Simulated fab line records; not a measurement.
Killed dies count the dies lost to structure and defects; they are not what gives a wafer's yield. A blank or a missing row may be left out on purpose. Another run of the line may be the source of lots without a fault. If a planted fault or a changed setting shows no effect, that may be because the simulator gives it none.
Which tool is to blame? / flow gf180mcu / 14 lots, 36 wafers sampled, at 4 steps of a route of 602

## WHAT THE GAUGES READ, wafer by wafer
GF_STI_THK_MEAS_30. Usual: STI_OXIDATION_02_THK 9.95 nm, standard deviation 0.17.
lot=L448; measured=day 2 21:23; on=film_metro-02; STI_OXIDATION_02_THK (nm)=10.18 10.26 10.16; flag=
lot=L449; measured=day 3 02:27; on=film_metro-02; STI_OXIDATION_02_THK (nm)=10.31 10.32; flag=
lot=L450; measured=day 3 07:08; on=film_metro-04; STI_OXIDATION_02_THK (nm)=9.94 10.22 10.11; flag=
lot=L451; measured=day 3 14:00; on=film_metro-02; STI_OXIDATION_02_THK (nm)=9.60 9.79 9.76; flag=
lot=L452; measured=day 3 18:20; on=film_metro-01; STI_OXIDATION_02_THK (nm)=9.92 9.87 9.98; flag=
lot=L453; measured=day 3 23:50; on=film_metro-01; STI_OXIDATION_02_THK (nm)=9.89 9.80; flag=
lot=L454; measured=day 4 07:10; on=film_metro-01; STI_OXIDATION_02_THK (nm)=9.72 9.65; flag=
lot=L455; measured=day 4 15:39; on=film_metro-02; STI_OXIDATION_02_THK (nm)=9.81 10.02; flag=
lot=L463; measured=day 6 03:32; on=film_metro-02; STI_OXIDATION_02_THK (nm)=10.01 9.91; flag=
lot=L464; measured=day 6 07:46; on=film_metro-02; STI_OXIDATION_02_THK (nm)=10.08 9.92 9.97; flag=
lot=L465; measured=day 6 13:26; on=film_metro-02; STI_OXIDATION_02_THK (nm)=9.82 9.89 9.89; flag=
lot=L466; measured=day 6 19:12; on=film_metro-02; STI_OXIDATION_02_THK (nm)=10.06 9.94 10.00; flag=
lot=L467; measured=day 6 22:56; on=film_metro-04; STI_OXIDATION_02_THK (nm)=9.95 9.92; flag=
lot=L468; measured=day 7 04:48; on=film_metro-02; STI_OXIDATION_02_THK (nm)=10.09 10.14 10.06; flag=

GF_POLY_GATE_CD_MEAS_10: the cd target is 280 nm. Usual: 279.9 nm for cd_nm, sd 1.1.
lot=L448; measured=day 9 23:37; on=cd_sem-01; cd_nm (nm)=281.9 280.5 280.3; flag=
lot=L449; measured=day 10 06:08; on=cd_sem-01; cd_nm (nm)=280.5 281.0; flag=
lot=L450; measured=day 10 09:54; on=cd_sem-02; cd_nm (nm)=280.9 281.1 281.0; flag=
lot=L451; measured=day 10 22:26; on=cd_sem-02; cd_nm (nm)=281.8 280.9 281.9; flag=
lot=L452; measured=day 11 04:28; on=cd_sem-01; cd_nm (nm)=282.1 280.6 281.6; flag=
lot=L453; measured=day 11 12:32; on=cd_sem-02; cd_nm (nm)=233.9 279.8; flag=OFF
lot=L454; measured=day 11 20:45; on=cd_sem-01; cd_nm (nm)=233.0 279.4; flag=OFF
lot=L455; measured=day 12 19:44; on=cd_sem-02; cd_nm (nm)=232.1 279.6; flag=OFF
lot=L463; measured=day 14 09:50; on=cd_sem-02; cd_nm (nm)=279.8 278.7; flag=
lot=L464; measured=day 14 18:38; on=cd_sem-02; cd_nm (nm)=278.2 278.6 277.9; flag=
lot=L465; measured=day 15 01:53; on=cd_sem-02; cd_nm (nm)=279.1 280.3 280.7; flag=
lot=L466; measured=day 15 09:34; on=cd_sem-01; cd_nm (nm)=278.1 277.9 277.5; flag=
lot=L467; measured=day 15 14:59; on=cd_sem-02; cd_nm (nm)=280.4 279.3; flag=
lot=L468; measured=day 15 23:43; on=cd_sem-02; cd_nm (nm)=279.1 280.0 279.9; flag=

## EACH LOT AND THE TOOL THAT RAN IT (in order: tool; ch and the chambers of the sampled wafers; start)
lot=L448; GF_VT_IMPLANT_STRIP_42=plasma_asher-03 ch 0,1, day 8 08:30; GF_POLY_GATE_EXPOSE_07=krf_scanner-01 ch 0, day 9 15:04
lot=L449; GF_VT_IMPLANT_STRIP_42=plasma_asher-03 ch 0,1, day 8 13:50; GF_POLY_GATE_EXPOSE_07=krf_scanner-02 ch 0, day 9 21:29
lot=L450; GF_VT_IMPLANT_STRIP_42=plasma_asher-01 ch 0,1, day 8 16:52; GF_POLY_GATE_EXPOSE_07=krf_scanner-02 ch 0, day 10 00:50
lot=L451; GF_VT_IMPLANT_STRIP_42=plasma_asher-02 ch 0,1, day 9 05:10; GF_POLY_GATE_EXPOSE_07=krf_scanner-01 ch 0, day 10 13:02
lot=L452; GF_VT_IMPLANT_STRIP_42=plasma_asher-03 ch 0,1, day 9 09:51; GF_POLY_GATE_EXPOSE_07=krf_scanner-01 ch 0, day 10 19:16
lot=L453; GF_VT_IMPLANT_STRIP_42=plasma_asher-03 ch 0,1, day 9 18:01; GF_POLY_GATE_EXPOSE_07=krf_scanner-02 ch 0, day 11 03:23
lot=L454; GF_VT_IMPLANT_STRIP_42=plasma_asher-02 ch 1, day 10 02:31; GF_POLY_GATE_EXPOSE_07=krf_scanner-02 ch 0, day 11 12:13
lot=L455; GF_VT_IMPLANT_STRIP_42=plasma_asher-03 ch 0,1, day 10 16:19; GF_POLY_GATE_EXPOSE_07=krf_scanner-02 ch 0, day 12 10:44
lot=L463; GF_VT_IMPLANT_STRIP_42=plasma_asher-03 ch 0,1, day 12 11:31; GF_POLY_GATE_EXPOSE_07=krf_scanner-01 ch 0, day 13 23:22
lot=L464; GF_VT_IMPLANT_STRIP_42=plasma_asher-01 ch 0,1, day 12 19:37; GF_POLY_GATE_EXPOSE_07=krf_scanner-01 ch 0, day 14 08:40
lot=L465; GF_VT_IMPLANT_STRIP_42=plasma_asher-03 ch 0,1, day 13 01:49; GF_POLY_GATE_EXPOSE_07=krf_scanner-02 ch 0, day 14 15:35
lot=L466; GF_VT_IMPLANT_STRIP_42=plasma_asher-01 ch 1, day 13 10:01; GF_POLY_GATE_EXPOSE_07=krf_scanner-01 ch 0, day 14 23:05
lot=L467; GF_VT_IMPLANT_STRIP_42=plasma_asher-02 ch 0,1, day 13 14:22; GF_POLY_GATE_EXPOSE_07=krf_scanner-01 ch 0, day 15 04:20
lot=L468; GF_VT_IMPLANT_STRIP_42=plasma_asher-03 ch 0,1, day 13 20:59; GF_POLY_GATE_EXPOSE_07=krf_scanner-02 ch 0, day 15 12:37
- GF_VT_IMPLANT_STRIP_42: strips in O2/N2.
- GF_POLY_GATE_EXPOSE_07: exposes mask Poly2, target cd 280 nm.

## WHAT THE TOOLS THEMSELVES READ (means of the sampled wafers that have a number; where no wafer has one, the mark that the record gives instead)
GF_VT_IMPLANT_STRIP_42. Usual: drypump_motor_current_A 5.41 A, standard deviation 0.16; heater_power_w 331 W, standard deviation 44; o2_flow_sccm 3001 sccm, standard deviation 9.3; oes_product_au 0.716 a.u., standard deviation 0.0046; strip_time_to_endpoint_s 12.63 s, standard deviation 0.031.
lot=L448; tool=plasma_asher-03; drypump_motor_current_A (A)=5.34; heater_power_w (W)=307; o2_flow_sccm (sccm)=2998; oes_product_au (a.u.)=0.718; strip_time_to_endpoint_s (s)=12.58; flag=
lot=L449; tool=plasma_asher-03; drypump_motor_current_A (A)=5.30; heater_power_w (W)=320; o2_flow_sccm (sccm)=3002; oes_product_au (a.u.)=0.712; strip_time_to_endpoint_s (s)=12.66; flag=
lot=L450; tool=plasma_asher-01; drypump_motor_current_A (A)=5.59; heater_power_w (W)=320; o2_flow_sccm (sccm)=2993; oes_product_au (a.u.)=0.716; strip_time_to_endpoint_s (s)=12.64; flag=
lot=L451; tool=plasma_asher-02; drypump_motor_current_A (A)=5.34; heater_power_w (W)=350; o2_flow_sccm (sccm)=3001; oes_product_au (a.u.)=0.718; strip_time_to_endpoint_s (s)=12.64; flag=
lot=L452; tool=plasma_asher-03; drypump_motor_current_A (A)=5.34; heater_power_w (W)=302; o2_flow_sccm (sccm)=2984; oes_product_au (a.u.)=0.718; strip_time_to_endpoint_s (s)=12.64; flag=
lot=L453; tool=plasma_asher-03; drypump_motor_current_A (A)=5.32; heater_power_w (W)=318; o2_flow_sccm (sccm)=3010; oes_product_au (a.u.)=0.715; strip_time_to_endpoint_s (s)=12.68; flag=
lot=L454; tool=plasma_asher-02; drypump_motor_current_A (A)=5.22; heater_power_w (W)=330; o2_flow_sccm (sccm)=2991; oes_product_au (a.u.)=0.716; strip_time_to_endpoint_s (s)=12.64; flag=
lot=L455; tool=plasma_asher-03; drypump_motor_current_A (A)=5.31; heater_power_w (W)=311; o2_flow_sccm (sccm)=3002; oes_product_au (a.u.)=0.719; strip_time_to_endpoint_s (s)=12.64; flag=
lot=L463; tool=plasma_asher-03; drypump_motor_current_A (A)=5.31; heater_power_w (W)=316; o2_flow_sccm (sccm)=2998; oes_product_au (a.u.)=0.714; strip_time_to_endpoint_s (s)=12.59; flag=
lot=L464; tool=plasma_asher-01; drypump_motor_current_A (A)=5.62; heater_power_w (W)=363; o2_flow_sccm (sccm)=2999; oes_product_au (a.u.)=0.711; strip_time_to_endpoint_s (s)=12.68; flag=
lot=L465; tool=plasma_asher-03; drypump_motor_current_A (A)=5.32; heater_power_w (W)=328; o2_flow_sccm (sccm)=3004; oes_product_au (a.u.)=0.709; strip_time_to_endpoint_s (s)=12.59; flag=
lot=L466; tool=plasma_asher-01; drypump_motor_current_A (A)=5.53; heater_power_w (W)=284; o2_flow_sccm (sccm)=2992; oes_product_au (a.u.)=0.721; strip_time_to_endpoint_s (s)=12.65; flag=
lot=L467; tool=plasma_asher-02; drypump_motor_current_A (A)=5.42; heater_power_w (W)=364; o2_flow_sccm (sccm)=3002; oes_product_au (a.u.)=0.720; strip_time_to_endpoint_s (s)=12.64; flag=
lot=L468; tool=plasma_asher-03; drypump_motor_current_A (A)=5.30; heater_power_w (W)=323; o2_flow_sccm (sccm)=3015; oes_product_au (a.u.)=0.718; strip_time_to_endpoint_s (s)=12.65; flag=

## THE ANSWER, worked out from the rows above alone
Rule: a lot is off if the mean of its wafers that have a number lies more than 3 standard deviations from the usual mean. A lot without any number at a reading at which 4 lots or more have one is off too. All remaining lots with rows at the step are treated as sound. After the gauges, taken in route order, come the tools' own readings; for these a lot's mean is taken, as printed above. At the first step where some lot is off, the reading lying furthest off is the one used; lots without a number count as furthest.
Off: L453, L454, L455, at GF_POLY_GATE_CD_MEAS_10 (cd_nm).
If a tool, at a process step before that reading, ran all the lots that are off and no sound lot after the first of them, it fits. Those tools and the gauges at GF_POLY_GATE_CD_MEAS_10 are tried in the same way. Not one of the candidates tried fits.

## WHAT WAS PUT IN BY THE SIMULATOR
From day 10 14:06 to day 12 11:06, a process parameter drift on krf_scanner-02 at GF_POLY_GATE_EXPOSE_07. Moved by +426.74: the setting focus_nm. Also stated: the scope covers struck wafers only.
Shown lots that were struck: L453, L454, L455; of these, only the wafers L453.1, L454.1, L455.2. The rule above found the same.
